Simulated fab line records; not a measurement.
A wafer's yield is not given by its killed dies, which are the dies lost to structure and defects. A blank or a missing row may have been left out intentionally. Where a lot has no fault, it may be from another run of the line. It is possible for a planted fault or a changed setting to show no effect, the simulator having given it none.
Split-lot study ; flow sfq line ; 23 wafers read from 5 lots, route of 325 steps

## ABOUT THE SPLIT
At SFQ_TRILAYER_JJ_CE_LITHO_PEB_117 (peb time 60 s), the setting peb time s was moved away from the recipe's 60 s on 6 of the 23 wafers read, by -13.0% to +7.9%. All remaining wafers had this setting at the recipe value.

## THE PATH FROM SPLIT TO READING: the file shows 1 step between them
- SFQ_TRILAYER_JJ_CE_LITHO_DEVELOP_116: time 60 s

## THE READING
cd nm, in nm, at SFQ_TRILAYER_JJ_CE_METRO_MEASURE_117. Typical for fault-free wafers on this fab line: 699.7 nm, with standard deviation 1.2 nm.

wafer;tool, chamber at the split;peb time s as run, s;against the recipe;cd nm, nm;against lot-mates on the recipe
L078.2;litho track-03, 0;60;recipe;697.9;-
L078.3;litho track-03, 0;60;recipe;698.8;-
L078.4;litho track-03, 0;60;recipe;699.2;-
L078.5;litho track-03, 0;60;recipe;699.0;-
L078.6;litho track-03, 0;60;recipe;699.1;-
L079.1;litho track-03, 0;60;recipe;700.0;-
L079.2;litho track-03, 0;60;recipe;700.5;-
L079.3;litho track-03, 0;60;recipe;699.6;-
L081.1;litho track-01, 0;64.76;+7.9%;688.4;-11.1
L081.2;litho track-01, 0;60;recipe;699.3;-
L081.4;litho track-01, 0;60;recipe;699.7;-
L081.5;litho track-01, 0;64.76;+7.9%;687.3;-12.2
L081.6;litho track-01, 0;64.76;+7.9%;687.0;-12.5
L083.1;litho track-03, 0;60;recipe;699.5;-
L083.3;litho track-03, 0;52.18;-13.0%;719.4;+19.6
L083.4;litho track-03, 0;52.18;-13.0%;719.2;+19.4
L083.5;litho track-03, 0;52.18;-13.0%;719.9;+20.1
L083.6;litho track-03, 0;60;recipe;700.1;-
L084.1;litho track-04, 0;60;recipe;699.4;-
L084.2;litho track-04, 0;60;recipe;699.1;-
L084.3;litho track-04, 0;60;recipe;699.6;-
L084.5;litho track-04, 0;60;recipe;700.1;-
L084.6;litho track-04, 0;60;recipe;700.0;-

THE FIT
A straight line over all 23 wafers: cd nm changes by -1.53 nm for each +1% of peb time s; r = -1.00; the points scatter about the line by 0.6 nm.
The same after taking each lot's own level away (the mean of its wafers on the recipe; 23 wafers): -1.51 nm for each +1%; r = -1.00; scatter 0.43 nm.
That fit puts the effect of the largest move of peb time s on the reading at 20 nm.
From 698.80 to 700.03 nm: that is the span of the lots' own levels, equal to 1.0 times the standard deviation above.
Hence the lot-to-lot level has little effect on the slope; both slopes agree.
Check: for one of the wafers moved furthest among these (-13.0%), held out of the fit, the line's prediction against its lot-mates is +19.7 nm. Against them it came out at +19.6 nm.

## THESE WAFERS: OTHER SPLITS
Other splits were also applied to these wafers ahead of the reading. Each is held against what the fit with the lots' levels taken away leaves over:
other split on the same wafers;wafers away from the commonest value;r with cd nm (lot level and that fit taken away)
SFQ_TRILAYER_JJ_TRILAYER_DEP_SPUTTER_112 time s;8;+0.03

## THE WHOLE CHAIN: every reading that the file lists as answering this split, in the file's order
step;what it does;reading;change (the file's fit);r (the file's)
SFQ_TRILAYER_JJ_CE_METRO_MEASURE_117;;cd nm;-1.51 nm for each +1% of the setting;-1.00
SFQ_TRILAYER_JJ_CE_BARC_OPEN_RIE_150;chemistry O2, target BARC, target depth 240 nm, time 80 s;JJ.cd nm (the simulator's own value, which no gauge read);-1.57 nm for each +1% of the setting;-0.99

## FILE'S OWN FIT
cd nm changes by -1.51 nm for each +1% of peb time s, r = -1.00.
